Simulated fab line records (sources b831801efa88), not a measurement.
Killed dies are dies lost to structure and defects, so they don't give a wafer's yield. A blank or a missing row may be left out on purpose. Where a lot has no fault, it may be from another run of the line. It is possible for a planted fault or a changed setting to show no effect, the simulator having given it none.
fab line records	flow sky130
record lots=7	wafers=21	last-day=50
route steps=708 shown LDD_HVP@281 LDD_LDN@289 PAD_OPEN@708
lots that met no fault: taken from a fault-free run of the same line
start-h: the number of hours between the record's first day and the start of the first shown wafer of the lot	wait-h: hours since the lot's step before	" as in the row above	L1.1+2: one row covering several wafers at once	- value missing, or start not given	* or withheld: withheld	< > ~ a bound
route shown NAME@n: NAME is a module with steps in the file, n the number in the route of the first one	usual: mean and standard deviation over wafers with no fault	same: alike in all rows	chamber/n: place in a boat	sites: readings site by site	_std_site: how widely they spread, as a standard deviation	_edge_site: mean of outer sites minus mean of inner sites	radius-mm: how far each site lies from the wafer's centre	mask NAME#n: copy n	behind: tool/chamber where the wafer was last shaped	hold: reason for holding the lot/hours on hold/outcome of the hold	device: the transistor (n, p or np) that didn't switch	end of line: the tests these same wafers got at the end of their route	a step with no rows: only its recipe	killed: at the first sort, the dies lost to defects and structure; wafer yield is something else	map: a wafer's dies, x killed, . not, _ none there
set.NAME: the run value of the setting; set.NAME@STEP: its run value at that earlier step	model.NAME: the simulator's own value behind a step, which no gauge read
lots at selected steps of the route; one table per step, one row per wafer
services: when a tool's chamber went out of use (start-h, in hours from the record's first day, below 0 if earlier), for how many hours, and the reason
## steps
# step SKY_LDD_HVP_SOFTBAKE_03
# recipe temp-c=90	time-s=60	resist=NOVOLAK
# step SKY_LDD_HVP_EXPOSE_04
# recipe mask-id=HVPTM	na=0.6	source-shape=conventional	sigma-outer=0.6	polarization=unpolarized	target-cd-nm=700	dose-mj=86
# step SKY_LDD_HVP_PEB_05
# recipe temp-c=withheld	time-s=*	resist=NOVOLAK
# step SKY_LDD_HVP_DEVELOP_06
# recipe resist=NOVOLAK	developer=TMAH	develop-time-s=60	dev-temp-c=23
# step SKY_LDD_HVP_OVL_MEAS_07
# usual LDD_HVP_OVL=-0.2/1.6
lot.wafer	tool	chamber	start-h	wait-h	LDD_HVP_OVL[nm]
L714.2	overlay-02	-	494.68	0.1	-0.9
L714.4	"	-	"	"	-0.6
L714.6	"	-	"	"	0.1
L716.2	overlay-02	-	511.42	0.1	1.5
L716.4	"	-	"	"	-0.3
L716.6	"	-	"	"	1.3
L721.4	overlay-01	-	556.88	0.1	0.8
L721.5	"	-	"	"	-0.4
L721.6	"	-	"	"	0.6
L722.2	overlay-01	-	563.48	0.1	0.7
L722.4	"	-	"	"	2.0
L722.5	"	-	"	"	1.5
L723.1	overlay-01	-	575.31	0.1	-1.4
L723.3	"	-	"	"	-2.6
L723.4	"	-	"	"	-2.9
L728.2	overlay-02	-	615.73	0.1	-0.8
L728.4	"	-	"	"	0.6
L728.6	"	-	"	"	0.0
L736.1	overlay-02	-	686.32	0.1	-2.9
L736.4	"	-	"	"	-1.4
L736.6	"	-	"	"	-2.4
# step SKY_LDD_HVP_IMPLANT_08
# recipe species=B	energy-kev=20	dose-cm2=1.7e+13	tilt-deg=17.9
# step SKY_LDD_HVP_STRIP_09
# recipe chemistry=O2/N2	power-w=1400	pressure-mtorr=1500	platen-temp-c=withheld	o2-flow-sccm=3000	n2-flow-sccm=300	overash-fraction=0.5
# usual chamber-pressure-mTorr=1500.2/1.3	drypump-motor-current-A=5.5/0.35	oes-product-au=0.409/0.0045	strip-time-to-endpoint-s=4.134/0.013
lot.wafer	tool	chamber	start-h	wait-h	chamber-pressure-mTorr	drypump-motor-current-A	oes-product-au	rf-hours-counter-h	strip-time-to-endpoint-s
L714.2	plasma-asher-03	1	494.86	0.1	1499.4	5.1	0.406	67	4.146
L714.4	"	0	"	"	1501.6	5.0	0.399	-	4.132
L714.6	"	1	"	"	1499.8	5.1	0.406	-	4.128
L716.2	plasma-asher-03	1	511.60	0.1	1500.9	5.1	0.412	68	4.126
L716.4	"	0	"	"	1499.3	5.0	0.414	-	4.098
L716.6	"	1	"	"	1498.5	5.1	0.404	-	4.123
L721.4	plasma-asher-03	0	557.08	0.1	1501.0	5.0	0.403	-	4.138
L721.5	"	1	"	"	1499.7	5.1	0.412	-	4.118
L721.6	"	0	"	"	1502.2	5.0	0.407	-	4.144
L722.2	plasma-asher-01	0	563.66	0.1	1499.9	5.5	0.418	14	4.147
L722.4	"	0	"	"	1501.4	5.5	0.414	-	4.129
L722.5	"	1	"	"	1501.6	5.8	0.409	-	4.161
L723.1	plasma-asher-03	0	575.50	0.1	1499.0	5.1	0.411	75	4.128
L723.3	"	1	"	"	1500.9	5.0	0.408	-	4.111
L723.4	"	0	"	"	1501.5	5.1	0.410	-	4.137
L728.2	plasma-asher-04	1	615.91	0.1	1501.4	5.5	0.408	86	4.127
L728.4	"	0	"	"	1501.1	6.0	0.409	-	4.128
L728.6	"	1	"	"	1499.0	5.5	0.416	-	4.119
L736.1	plasma-asher-01	1	686.51	0.1	1501.4	5.8	0.404	26	4.131
L736.4	"	0	"	"	1499.0	5.5	0.411	-	4.140
L736.6	"	1	"	"	1499.3	5.8	0.404	-	4.133
# step SKY_LDD_HVP_TW_MEAS_10
# usual LDD_HVP_TW=454.1/2.1
lot.wafer	tool	chamber	start-h	wait-h	LDD_HVP_TW
L714.2	film-metro-03	-	494.97	0.1	448.5
L714.4	"	-	"	"	451.9
L714.6	"	-	"	"	450.5
L716.2	film-metro-03	-	511.71	0.1	453.8
L716.4	"	-	"	"	452.6
L716.6	"	-	"	"	456.4
L721.4	film-metro-04	-	557.18	0.1	452.7
L721.5	"	-	"	"	456.7
L721.6	"	-	"	"	458.3
L722.2	film-metro-02	-	563.77	0.1	451.9
L722.4	"	-	"	"	453.5
L722.5	"	-	"	"	453.8
L723.1	film-metro-04	-	575.60	0.1	457.8
L723.3	"	-	"	"	454.0
L723.4	"	-	"	"	453.5
L728.2	film-metro-03	-	616.02	0.1	456.5
L728.4	"	-	"	"	456.7
L728.6	"	-	"	"	454.8
L736.1	film-metro-03	-	686.61	0.1	455.5
L736.4	"	-	"	"	453.5
L736.6	"	-	"	"	455.1
# step SKY_LDD_LDN_DEHYDRATE_00
# recipe temp-c=200	time-s=60
# step SKY_LDD_LDN_HMDS_01
# recipe prime-time-s=60	prime-temp-c=120
# step SKY_LDD_LDN_COAT_02
# recipe resist=NOVOLAK	spin-rpm=3000	resist-thk-nm=1140
# step SKY_LDD_LDN_SOFTBAKE_03
# recipe temp-c=90	time-s=60	resist=NOVOLAK
# step SKY_LDD_LDN_EXPOSE_04
# recipe mask-id=LDNTM	na=0.6	source-shape=conventional	sigma-outer=0.6	polarization=unpolarized	target-cd-nm=700	dose-mj=140
lot.wafer	tool	chamber	start-h	wait-h	mask	model.LDD_LDN.overlay-x-nm
L714.2+4+6	iline-stepper-02	0	510.22	-	LDNTM#0	-1.362
L716.2+4+6	iline-stepper-02	0	526.16	-	LDNTM#0	-1.015
L721.4+5+6	iline-stepper-02	0	571.95	-	LDNTM#0	74.54
L722.2+4+5	iline-stepper-02	0	578.19	-	LDNTM#0	74.11
L723.1+3+4	iline-stepper-02	0	590.32	-	LDNTM#0	75.44
L728.2+4+6	iline-stepper-01	0	630.60	-	LDNTM#0	0.0083
L736.1+4+6	iline-stepper-01	0	699.25	-	LDNTM#0	0.8833
# step SKY_LDD_LDN_PEB_05
# recipe temp-c=withheld	time-s=*	resist=NOVOLAK
# step SKY_LDD_LDN_DEVELOP_06
# recipe resist=NOVOLAK	developer=TMAH	develop-time-s=60	dev-temp-c=23
# step SKY_LDD_LDN_OVL_MEAS_07
# usual LDD_LDN_OVL=-0.3/1.3
lot.wafer	tool	chamber	start-h	wait-h	LDD_LDN_OVL[nm]
L714.2	overlay-02	-	524.78	0.1	-0.8
L714.4	"	-	"	"	0.2
L714.6	"	-	"	"	0.2
L716.2	overlay-02	-	541.24	0.1	-0.6
L716.4	"	-	"	"	-0.4
L716.6	"	-	"	"	-0.9
L721.4	overlay-01	-	585.40	0.1	74.2
L721.5	"	-	"	"	73.8
L721.6	"	-	"	"	72.9
L722.2	overlay-02	-	592.68	0.1	73.9
L722.4	"	-	"	"	75.1
L722.5	"	-	"	"	74.3
L723.1	overlay-01	-	604.63	0.1	75.6
L723.3	"	-	"	"	74.9
L723.4	"	-	"	"	74.5
L728.2	overlay-01	-	644.37	0.1	-0.6
L728.4	"	-	"	"	-0.9
L728.6	"	-	"	"	-1.6
L736.1	overlay-02	-	713.63	0.1	-0.2
L736.4	"	-	"	"	1.5
L736.6	"	-	"	"	1.8
# step SKY_LDD_LDN_IMPLANT_08
# recipe species=As	energy-kev=15	dose-cm2=1.25e+13	tilt-deg=withheld	rotation-deg=23
# step SKY_PAD_OPEN_PROBE_99
# usual killed_at_M0_to_M3=44/7.5	killed_at_M4_up=3.2/1.9	killed-at-contacts=23/4.7	killed-at-front-end=15/4.7	killed-at-other=0.4/0.66	killed-dies=87/9.3	killed-open=47/7.2	killed-short=39/6.5
# same gross-dies=492	killed-at-back-side=0
lot.wafer	tool	chamber	start-h	wait-h	killed_at_M0_to_M3	killed_at_M4_up	killed-at-contacts	killed-at-front-end	killed-at-other	killed-dies	killed-open	killed-short
L714.2	prober-02	-	1074.95	0.1	26	4	25	16	0	71	43	28
L714.4	prober-02	-	1075.05	0.2	45	4	18	16	0	83	43	40
L714.6	prober-02	-	1075.15	0.2	43	3	17	15	0	78	34	44
L716.2	prober-02	-	1086.09	0.1	47	5	27	19	0	98	45	53
L716.4	prober-02	-	1086.19	0.2	45	2	30	14	0	91	43	48
L716.6	prober-02	-	1086.29	0.2	47	1	19	13	0	80	47	33
L721.4	prober-01	-	1116.04	0.2	38	3	20	12	0	73	44	29
L721.5	prober-01	-	1116.09	0.2	49	4	13	12	0	78	33	45
L721.6	prober-01	-	1116.14	0.2	50	1	22	12	0	85	48	37
L722.2	prober-02	-	1131.05	0.1	43	3	23	14	2	85	47	36
L722.4	prober-02	-	1131.15	0.2	43	9	29	8	1	90	58	32
L722.5	prober-02	-	1131.20	0.2	47	5	26	9	0	87	50	37
L723.1	prober-01	-	1132.50	0.1	42	7	19	21	1	90	42	47
L723.3	prober-01	-	1132.60	0.2	59	1	25	15	0	100	48	52
L723.4	prober-01	-	1132.65	0.2	49	1	22	13	0	85	43	41
L728.2	prober-02	-	1154.85	0.1	54	2	21	18	1	96	48	48
L728.4	prober-02	-	1154.95	0.2	47	2	19	24	0	92	59	32
L728.6	prober-02	-	1155.05	0.2	66	0	26	14	1	107	59	48
L736.1	prober-01	-	1201.19	0.1	25	4	15	22	0	66	40	26
L736.4	prober-01	-	1201.34	0.2	38	4	10	16	0	68	32	36
L736.6	prober-01	-	1201.44	0.2	34	7	26	18	0	85	51	34
# killed by level:class
L714.2 LI_CONTACT:geometric-particle:open=13 CONTACT:geometric-particle:open=7 VIA1:geometric-particle:open=6 POLY_GATE:geometric-particle:short=5 VIA3:geometric-particle:open=5 FIELD_ISO:geometric-particle:open=4 METAL2:geometric-particle:short=4 FIELD_ISO:geometric-particle:short=3
L714.4 VIA2:geometric-particle:open=11 POLY_GATE:geometric-particle:short=8 LI_CONTACT:geometric-particle:open=7 CONTACT:geometric-particle:open=7 VIA1:geometric-particle:open=7 METAL1:geometric-particle:short=5 METAL2:geometric-particle:short=4 VIA3:geometric-particle:short=4
L714.6 VIA3:geometric-particle:open=8 LI_CONTACT:geometric-particle:open=6 VIA1:geometric-particle:short=6 VIA2:geometric-particle:open=6 VIA3:geometric-particle:short=6 POLY_GATE:geometric-particle:short=5 METAL1:geometric-particle:short=5 LI_CONTACT:geometric-particle:short=4
L716.2 VIA1:geometric-particle:open=12 POLY_GATE:geometric-particle:open=8 METAL3:geometric-particle:short=7 CONTACT:geometric-particle:short=7 LI_CONTACT:geometric-particle:open=7 CONTACT:geometric-particle:open=7 VIA3:geometric-particle:open=6 LOCAL_INTERCONNECT:geometric-particle:short=5
L716.4 CONTACT:geometric-particle:open=11 METAL2:geometric-particle:short=9 VIA1:geometric-particle:open=8 VIA1:geometric-particle:short=6 CONTACT:geometric-particle:short=6 VIA2:geometric-particle:open=5 LOCAL_INTERCONNECT:geometric-particle:short=5 POLY_GATE:geometric-particle:short=4
L716.6 VIA1:geometric-particle:open=14 VIA2:geometric-particle:open=9 VIA1:geometric-particle:short=8 CONTACT:geometric-particle:short=7 VIA3:geometric-particle:open=6 CONTACT:geometric-particle:open=5 FIELD_ISO:geometric-particle:open=4 LI_CONTACT:geometric-particle:open=4
L721.4 VIA1:geometric-particle:open=11 VIA2:geometric-particle:open=8 LI_CONTACT:geometric-particle:open=6 CONTACT:geometric-particle:open=6 FIELD_ISO:geometric-particle:open=5 VIA2:geometric-particle:short=4 SPACER:geometric-particle:short=3 LI_CONTACT:geometric-particle:short=3
L721.5 VIA1:geometric-particle:open=14 METAL2:geometric-particle:short=8 METAL1:geometric-particle:short=7 VIA2:geometric-particle:open=7 LOCAL_INTERCONNECT:geometric-particle:short=5 VIA1:geometric-particle:short=5 METAL4:geometric-particle:short=4 LI_CONTACT:geometric-particle:open=4
L721.6 VIA1:geometric-particle:open=13 CONTACT:geometric-particle:open=10 VIA2:geometric-particle:open=9 METAL2:geometric-particle:short=6 CONTACT:geometric-particle:short=5 METAL1:geometric-particle:short=4 METAL1:geometric-particle:open=4 VIA1:geometric-particle:short=4
L722.2 VIA1:geometric-particle:open=11 CONTACT:geometric-particle:open=9 POLY_GATE:geometric-particle:short=6 LI_CONTACT:geometric-particle:short=6 VIA2:geometric-particle:open=6 LI_CONTACT:geometric-particle:open=5 VIA3:geometric-particle:open=5 METAL2:geometric-particle:short=4
L722.4 LI_CONTACT:geometric-particle:open=12 VIA1:geometric-particle:open=12 CONTACT:geometric-particle:open=9 VIA2:geometric-particle:open=5 VIA2:geometric-particle:short=4 METAL3:geometric-particle:short=4 VIA3:geometric-particle:open=4 METAL4:geometric-particle:short=4
L722.5 VIA1:geometric-particle:open=11 CONTACT:geometric-particle:open=10 LI_CONTACT:geometric-particle:open=8 VIA2:geometric-particle:open=8 VIA1:geometric-particle:short=6 METAL1:geometric-particle:short=4 METAL2:geometric-particle:short=4 METAL2:geometric-particle:open=4
L723.1 CONTACT:geometric-particle:open=8 VIA1:geometric-particle:short=8 VIA1:geometric-particle:open=7 POLY_GATE:geometric-particle:short=7 METAL4:geometric-particle:short=7 LI_CONTACT:geometric-particle:open=6 VIA2:geometric-particle:open=6 FIELD_ISO:geometric-particle:open=4
L723.3 VIA1:geometric-particle:open=13 VIA1:geometric-particle:short=8 METAL3:geometric-particle:short=7 METAL1:geometric-particle:short=6 LOCAL_INTERCONNECT:geometric-particle:short=6 CONTACT:geometric-particle:open=6 FIELD_ISO:geometric-particle:open=5 POLY_GATE:geometric-particle:open=5
L723.4 VIA1:geometric-particle:open=13 VIA1:geometric-particle:short=9 CONTACT:geometric-particle:open=8 METAL1:geometric-particle:short=6 VIA3:geometric-particle:open=6 LI_CONTACT:geometric-particle:open=5 POLY_GATE:geometric-particle:short=4 LOCAL_INTERCONNECT:geometric-particle:short=4
L728.2 CONTACT:geometric-particle:open=11 VIA1:geometric-particle:open=11 METAL2:geometric-particle:short=9 METAL1:geometric-particle:short=8 VIA1:geometric-particle:short=7 FIELD_ISO:geometric-particle:short=6 VIA2:geometric-particle:open=6 POLY_GATE:geometric-particle:short=4
L728.4 VIA1:geometric-particle:open=10 POLY_GATE:geometric-particle:open=8 VIA3:geometric-particle:open=8 LI_CONTACT:geometric-particle:open=7 METAL1:geometric-particle:short=7 VIA2:geometric-particle:open=6 FIELD_ISO:geometric-particle:open=5 CONTACT:geometric-particle:open=4
L728.6 VIA2:geometric-particle:open=14 VIA1:geometric-particle:open=13 CONTACT:geometric-particle:open=12 METAL1:geometric-particle:short=10 METAL2:geometric-particle:short=9 VIA3:geometric-particle:short=6 POLY_GATE:geometric-particle:short=6 LI_CONTACT:geometric-particle:open=5
L736.1 VIA1:geometric-particle:open=9 POLY_GATE:geometric-particle:short=8 LI_CONTACT:geometric-particle:open=6 POLY_GATE:geometric-particle:open=5 SPACER:geometric-particle:short=3 POLY_CUT:geometric-particle:open=3 METAL4:geometric-particle:short=3 CONTACT:geometric-particle:short=3
L736.4 METAL2:geometric-particle:short=8 VIA2:geometric-particle:open=6 VIA1:geometric-particle:open=6 FIELD_ISO:geometric-particle:short=5 FIELD_ISO:geometric-particle:open=5 CONTACT:geometric-particle:open=4 VIA3:geometric-particle:open=4 LI_CONTACT:geometric-particle:open=3
L736.6 CONTACT:geometric-particle:open=13 METAL2:geometric-particle:short=10 VIA1:geometric-particle:open=7 LI_CONTACT:geometric-particle:open=6 VIA2:geometric-particle:open=6 FIELD_ISO:geometric-particle:open=5 POLY_GATE:geometric-particle:open=5 POLY_GATE:geometric-particle:short=4
## services
tool	chamber	start-h	hours	kind
iline-stepper-02	0	475.82	-	calibration
plasma-asher-04	-	481.21	11.0	repair
iline-stepper-02	-	541.76	2.1	pm
iline-stepper-02	-	543.84	-	consumable-replace:lamp
iline-stepper-01	0	544.88	-	calibration
iline-stepper-01	-	569.45	4.4	pm
iline-stepper-01	-	575.37	1.7	pm
iline-stepper-02	-	594.20	5.9	repair
plasma-asher-04	-	599.43	2.8	pm
iline-stepper-02	-	612.72	15.5	repair
plasma-asher-03	-	630.73	1.2	repair
iline-stepper-02	-	640.11	1.7	pm
plasma-asher-04	-	682.13	2.8	repair
iline-stepper-02	0	693.25	-	calibration
## key
first-sign step=SKY_LDD_LDN_OVL_MEAS_07	reading=LDD_LDN_OVL	direction=up	sigmas=59	usual=-0.3	struck=74.4
effect none on later readings
model-effect step=SKY_LDD_LDN_EXPOSE_04	value=LDD_LDN.overlay-x-nm	without=0.2844	struck=74.7
met-at SKY_LDD_LDN_EXPOSE_04
struck-wafers L721.4,L721.5,L721.6,L722.2,L722.4,L722.5,L723.1,L723.3,L723.4
tester-left-out L721,L722,L723
onset-between 526.16 571.95
fault kind=scanner-matching-overlay	tool=iline-stepper-02	chamber=-	onset-h=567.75	steps=SKY_LDD_LDN_EXPOSE_04	offset=74.412
# tester-left-out: of these lots the tester's yield and bins aren't shown, on N5 and GAA mostly nor the transistor test; their killed dies are dies lost to structure and defects alone, not to doping, threshold or leakage, so they don't give the yield
